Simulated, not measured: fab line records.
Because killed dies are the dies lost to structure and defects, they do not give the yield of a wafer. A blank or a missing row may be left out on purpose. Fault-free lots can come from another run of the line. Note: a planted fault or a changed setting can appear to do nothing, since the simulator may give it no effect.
What tool caused it? || flow gf180mcu || 30 wafers from 10 lots sampled at 2 of the route's 602 steps

WHAT THE GAUGES READ, wafer by wafer
GF_V2_BOW_MEAS_05.
{"lot": "L712", "measured": "day 19 11:02", "on": "filmMetro-02", "V2_BOW (um)": "99 93 98"}
{"lot": "L713", "measured": "day 19 16:07", "on": "filmMetro-03", "V2_BOW (um)": "100 105 94"}
{"lot": "L716", "measured": "day 20 19:45", "on": "filmMetro-02", "V2_BOW (um)": "111 104 113"}
{"lot": "L720", "measured": "day 22 10:46", "on": "filmMetro-01", "V2_BOW (um)": "97 105 114"}
{"lot": "L721", "measured": "day 22 14:08", "on": "filmMetro-02", "V2_BOW (um)": "103 102 93"}
{"lot": "L723", "measured": "day 23 14:07", "on": "filmMetro-03", "V2_BOW (um)": "111 107 105"}
{"lot": "L730", "measured": "day 25 17:53", "on": "filmMetro-02", "V2_BOW (um)": "101 99 104"}
{"lot": "L731", "measured": "day 25 22:46", "on": "filmMetro-03", "V2_BOW (um)": "73 88 92"}
{"lot": "L734", "measured": "day 26 19:28", "on": "filmMetro-03", "V2_BOW (um)": "95 97 89"}
{"lot": "L735", "measured": "day 27 04:56", "on": "filmMetro-01", "V2_BOW (um)": "97 95 92"}

WHICH TOOL RAN EACH LOT (tool, then ch and the chambers of the sampled wafers, then the start)
{"lot": "L712", "GF_V2_CMP_04": "cmp-02 ch 1,2,3, day 19 10:41"}
{"lot": "L713", "GF_V2_CMP_04": "cmp-01 ch 1,2, day 19 15:49"}
{"lot": "L716", "GF_V2_CMP_04": "cmp-02 ch 0,1, day 20 19:28"}
{"lot": "L720", "GF_V2_CMP_04": "cmp-02 ch 1,2, day 22 10:31"}
{"lot": "L721", "GF_V2_CMP_04": "cmp-02 ch 0,1,2, day 22 13:50"}
{"lot": "L723", "GF_V2_CMP_04": "cmp-02 ch 0,1,3, day 23 13:47"}
{"lot": "L730", "GF_V2_CMP_04": "cmp-02 ch 0,1,2, day 25 17:40"}
{"lot": "L731", "GF_V2_CMP_04": "cmp-01 ch 0,1, day 25 22:31"}
{"lot": "L734", "GF_V2_CMP_04": "cmp-02 ch 0,3, day 26 19:08"}
{"lot": "L735", "GF_V2_CMP_04": "cmp-01 ch 0,1,2, day 27 04:41"}
- GF_V2_CMP_04: polishes SiO2.

WHAT THE TOOLS THEMSELVES READ (means of the sampled wafers that have a number; where no wafer has one, the mark that the record gives instead)
GF_V2_CMP_04.
{"lot": "L712", "tool": "cmp-02", "motorCurrentA (A)": 14.0, "retainingRingPressureFrac": 0.995, "timeToEndpointS (s)": 84}
{"lot": "L713", "tool": "cmp-01", "motorCurrentA (A)": 12.9, "retainingRingPressureFrac": 1.006, "timeToEndpointS (s)": 85}
{"lot": "L716", "tool": "cmp-02", "motorCurrentA (A)": 14.7, "retainingRingPressureFrac": 1.000, "timeToEndpointS (s)": 79}
{"lot": "L720", "tool": "cmp-02", "motorCurrentA (A)": 13.1, "retainingRingPressureFrac": 0.998, "timeToEndpointS (s)": 82}
{"lot": "L721", "tool": "cmp-02", "motorCurrentA (A)": 14.5, "retainingRingPressureFrac": 1.000, "timeToEndpointS (s)": 80}
{"lot": "L723", "tool": "cmp-02", "motorCurrentA (A)": 14.5, "retainingRingPressureFrac": 1.003, "timeToEndpointS (s)": 80}
{"lot": "L730", "tool": "cmp-02", "motorCurrentA (A)": 14.5, "retainingRingPressureFrac": 0.999, "timeToEndpointS (s)": 82}
{"lot": "L731", "tool": "cmp-01", "motorCurrentA (A)": 11.9, "retainingRingPressureFrac": 1.000, "timeToEndpointS (s)": 80}
{"lot": "L734", "tool": "cmp-02", "motorCurrentA (A)": 15.4, "retainingRingPressureFrac": 0.996, "timeToEndpointS (s)": 90}
{"lot": "L735", "tool": "cmp-01", "motorCurrentA (A)": 12.0, "retainingRingPressureFrac": 0.998, "timeToEndpointS (s)": 87}

THE ANSWER, worked out from the rows above alone
Rule: usual is defined by the lots themselves. The widest of any qualifying gaps counts: lots, ordered by their means at a reading, are off when they make up no more than a third of the lots, leave a main group of 4 or more, and stand apart from it by 3 or more times the standard deviation of that group's means. If all means in a main group match to the digits the tables above print for the reading, that group is not used. A lot without any number at a reading at which 4 lots or more have one is off too. Where the step has rows for the other lots, those lots are counted as sound. Order of review: gauges by route order, followed by the tools' own readings, for which a lot's mean as printed above is used. The first step at which some lot is off is used, and at that step the reading that is off furthest; a lot without a number counts as furthest.
No lot is off at any reading shown: from this, nothing can be told.

WHAT HAD BEEN PUT IN BY THE SIMULATOR
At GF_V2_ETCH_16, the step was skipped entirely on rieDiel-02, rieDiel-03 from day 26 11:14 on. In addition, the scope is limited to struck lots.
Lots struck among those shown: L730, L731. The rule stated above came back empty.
